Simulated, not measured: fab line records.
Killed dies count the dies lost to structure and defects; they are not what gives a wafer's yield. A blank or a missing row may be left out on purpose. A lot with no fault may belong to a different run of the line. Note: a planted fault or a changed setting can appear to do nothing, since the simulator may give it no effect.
Matching of chambers -- flow sky130 -- cmp-01 running SKY_LI_CONTACT_CMP_02: 4 sister chambers
The step polishes PSG. 4 wafers are shown with their chamber, then 9 later ones without.

## WAFERS WITH THEIR CHAMBER
wafer,chamber,time-to-endpoint-s (s)
L514.5,1,29
L517.6,2,41
L518.3,3,42
L518.5,0,32

## WAFERS WITH NO CHAMBER GIVEN
wafer,time-to-endpoint-s (s)
L520.4,30
L520.5,42
L520.6,33
L521.1,40
L521.2,33
L521.5,35
L524.1,36
L524.2,29
L524.3,41

## CHAMBER TAKEN BY EACH
wafer,from the rows above,in truth
L520.4,can't be placed: 1 or 0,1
L520.5,can't be placed: 3 or 2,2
L520.6,can't be placed: 0 or 1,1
L521.1,can't be placed: 2 or 3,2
L521.2,can't be placed: 0 or 1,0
L521.5,can't be placed: 0 or 1 or 2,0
L524.1,can't be placed: 0 or 2 or 3 or 1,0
L524.2,can't be placed: 1 or 0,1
L524.3,can't be placed: 2 or 3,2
Placed correctly: 0 of 9. Cannot be placed on the basis of these rows: 9; the candidates contain the true chamber in 9. 0 placed wrongly.
How it was worked out, from the rows above alone: a wafer's distance from a chamber is the root of the sum, over the readings, of the square of ((its reading less the chamber's mean) divided by the reading's scatter). If the next closest chamber is less than 2 further off than the closest, the wafer can't be placed; otherwise it belongs to the closest. The mean given for a chamber averages the wafers shown for that chamber. The scatter: with one shown wafer a chamber, the root of the mean of the squares of how far each hidden wafer lies from its nearest shown one.
